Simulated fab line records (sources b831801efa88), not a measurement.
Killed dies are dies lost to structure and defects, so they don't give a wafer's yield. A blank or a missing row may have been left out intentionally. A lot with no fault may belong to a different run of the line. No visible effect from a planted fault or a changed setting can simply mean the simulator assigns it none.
Matching of chambers :: flow gf180mcu :: 4 sister chambers for GF_V3_CMP_26 on cmp-01
The step polishes, stops on SiO2, t overpolish 15 s, target thk 0 nm. 4 wafers are shown with their chamber, then 10 later ones without.

== WAFERS PAIRED WITH THEIR CHAMBERS ==
wafer: L736.3
chamber: 3
motor current A (A): 8.9

wafer: L736.4
chamber: 1
motor current A (A): 10.2

wafer: L737.3
chamber: 0
motor current A (A): 11.4

wafer: L737.5
chamber: 2
motor current A (A): 9.8

== WAFERS WHOSE CHAMBER IS MISSING ==
wafer: L737.6
motor current A (A): 10.1

wafer: L738.2
motor current A (A): 11.0

wafer: L738.3
motor current A (A): 10.0

wafer: L738.6
motor current A (A): 10.0

wafer: L739.4
motor current A (A): 9.6

wafer: L739.5
motor current A (A): 11.7

wafer: L739.6
motor current A (A): 10.5

wafer: L741.1
motor current A (A): 10.8

wafer: L741.2
motor current A (A): 10.3

wafer: L741.3
motor current A (A): 10.6

== EACH ONE'S CHAMBER ==
wafer: L737.6
from the rows above: can't be placed: 1 or 2
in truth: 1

wafer: L738.2
from the rows above: can't be placed: 0 or 1
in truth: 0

wafer: L738.3
from the rows above: can't be placed: 1 or 2
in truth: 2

wafer: L738.6
from the rows above: can't be placed: 1 or 2
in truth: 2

wafer: L739.4
from the rows above: can't be placed: 2 or 1 or 3
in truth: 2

wafer: L739.5
from the rows above: 0
in truth: 0

wafer: L739.6
from the rows above: can't be placed: 1 or 2 or 0
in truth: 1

wafer: L741.1
from the rows above: can't be placed: 0 or 1 or 2
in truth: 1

wafer: L741.2
from the rows above: can't be placed: 1 or 2
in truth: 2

wafer: L741.3
from the rows above: can't be placed: 1 or 2 or 0
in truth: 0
1 of 10 placed correctly. These rows do not allow placing 9 (true chamber among the candidates in 9). Wrongly placed: 0.
How it was worked out, from the rows above alone: a wafer's distance from a chamber is the root of the sum, over the readings, of the square of ((its reading less the chamber's mean) divided by the reading's scatter). If the next closest chamber is less than 2 further off than the closest, the wafer can't be placed; otherwise it belongs to the closest. The mean given for a chamber averages the wafers shown for that chamber. The scatter (one wafer shown for each chamber): square how far every hidden wafer sits from the nearest shown wafer, average those squares and take the square root.
